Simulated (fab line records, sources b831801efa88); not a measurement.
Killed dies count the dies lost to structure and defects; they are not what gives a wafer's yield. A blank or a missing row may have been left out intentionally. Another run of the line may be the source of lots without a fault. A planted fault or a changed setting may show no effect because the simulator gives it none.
Commonality check across tools ; flow sky130 ; Sampled: 11 lots, 33 wafers

REASON FOR OPENING
3 of 11 lots carry a flag on the reading SONOS_ONO_CVD_04_THK at SKY_SONOS_ONO_THK_MEAS_05. Wafers without a fault read 5.67 nm, standard deviation 0.1.
Rule: flag the lot when none of its wafers has a number, or when each of its wafers that has one lies beyond 4 standard deviations from that mean. As for the other lots, they are considered sound.

lot;measured;on;SONOS_ONO_CVD_04_THK (nm), wafer by wafer;flag
L103;day 11 07:58;filmMetro-04;5.61 5.59 5.65;
L105;day 12 09:18;filmMetro-03;5.53 5.64 5.65;
L106;day 12 10:39;filmMetro-03;5.89 5.81 5.85;
L107;day 13 00:06;filmMetro-04;9.16 9.14 9.16;FLAGGED
L108;day 13 04:25;filmMetro-02;9.26 9.19 9.19;FLAGGED
L109;day 13 14:42;filmMetro-04;9.04 9.01 9.11;FLAGGED
L119;day 16 23:11;filmMetro-02;5.50 5.50 5.51;
L121;day 17 17:00;filmMetro-03;5.67 5.54 5.62;
L122;day 17 20:38;filmMetro-02;5.78 5.66 5.65;
L123;day 18 03:56;filmMetro-03;5.65 5.73 5.70;
L124;day 18 14:55;filmMetro-03;5.56 5.46 5.48;
The mean of the flagged lots' numbers is 9.14 nm, +3.47 nm from the usual (+35 standard deviations).

TOOL THAT RAN EACH LOT
Before the reading, the record contains 2 process steps out of a 708-step route. Each cell gives the tool, then ch followed by the chambers the sampled wafers passed through, then the start.
lot;flag;SKY_FIELD_ISO_ETCH_17;SKY_SONOS_ONO_CVD_04
L103;;rieSi-02 ch 0,1,3, day 2 04:41;lpcvd-03 ch 1, day 11 06:43
L105;;rieSi-02 ch 1,2,3, day 2 16:47;lpcvd-03 ch 0, day 12 08:03
L106;;rieSi-01 ch 0,1,3, day 2 20:14;lpcvd-03 ch 1, day 12 09:24
L107;FLAGGED;rieSi-01 ch 0,1, day 3 02:50;lpcvd-03 ch 1, day 12 22:50
L108;FLAGGED;rieSi-02 ch 1,3, day 3 07:05;lpcvd-03 ch 1, day 13 03:08
L109;FLAGGED;rieSi-01 ch 0,1,2, day 3 13:33;lpcvd-03 ch 1, day 13 13:26
L119;;rieSi-02 ch 0,1,2, day 5 15:30;lpcvd-03 ch 0, day 16 21:56
L121;;rieSi-02 ch 0,2, day 6 02:24;lpcvd-03 ch 0, day 17 15:45
L122;;rieSi-01 ch 0,1,3, day 6 06:47;lpcvd-03 ch 1, day 17 19:22
L123;;rieSi-02 ch 1,3, day 6 13:26;lpcvd-03 ch 1, day 18 02:41
L124;;rieSi-02 ch 1,2,3, day 6 19:33;lpcvd-03 ch 1, day 18 13:40
These steps, and what they do:
- SKY_FIELD_ISO_ETCH_17: etches Si in HBr/Cl2/O2, target depth 342 nm, time 97.7 s.
- SKY_SONOS_ONO_CVD_04: deposits SiO2 from SiH4/N2O, target thk 5.7199 nm.
- SKY_SONOS_ONO_THK_MEAS_05

FLAGGED OVER TOTAL, TOOL BY TOOL (the gauges that took the reading come last)
step;tool;lots run;flagged;share of the flagged lots;sound lots run after its first flagged lot
SKY_FIELD_ISO_ETCH_17;rieSi-01;4;2;some;1 (L122)
SKY_FIELD_ISO_ETCH_17;rieSi-02;7;1;some;4 (L119,L121,L123,L124)
SKY_SONOS_ONO_CVD_04;lpcvd-03;11;3;all;5 (L119,L121,L122,L123,L124)
SKY_SONOS_ONO_THK_MEAS_05;filmMetro-02;3;1;some;2 (L119,L122)
SKY_SONOS_ONO_THK_MEAS_05;filmMetro-03;5;0;none;-
SKY_SONOS_ONO_THK_MEAS_05;filmMetro-04;3;2;some;0

WHAT THE TABLE PERMITS
In the table, 1 row covers all flagged lots: lpcvd-03 at SKY_SONOS_ONO_CVD_04.
- lpcvd-03 at SKY_SONOS_ONO_CVD_04 ran 11 lots, 3 of them flagged. Sound lots followed the first flagged one (L119, L121, L122, L123, L124) on it, something a lasting fault affecting the whole tool could not allow. Its own readings lie more than 4 standard deviations out on every wafer of the flagged lots: spikeTcBottomC, spikeTcCentreC, spikeTcLowerC, spikeTcTopC, spikeTcUpperC, susceptorTempC, zonePowerCentrePct, zonePowerLowerPct.
Not one row of the table ran every flagged lot while running no sound lot after the first.

WHAT THE SIMULATOR PUT IN
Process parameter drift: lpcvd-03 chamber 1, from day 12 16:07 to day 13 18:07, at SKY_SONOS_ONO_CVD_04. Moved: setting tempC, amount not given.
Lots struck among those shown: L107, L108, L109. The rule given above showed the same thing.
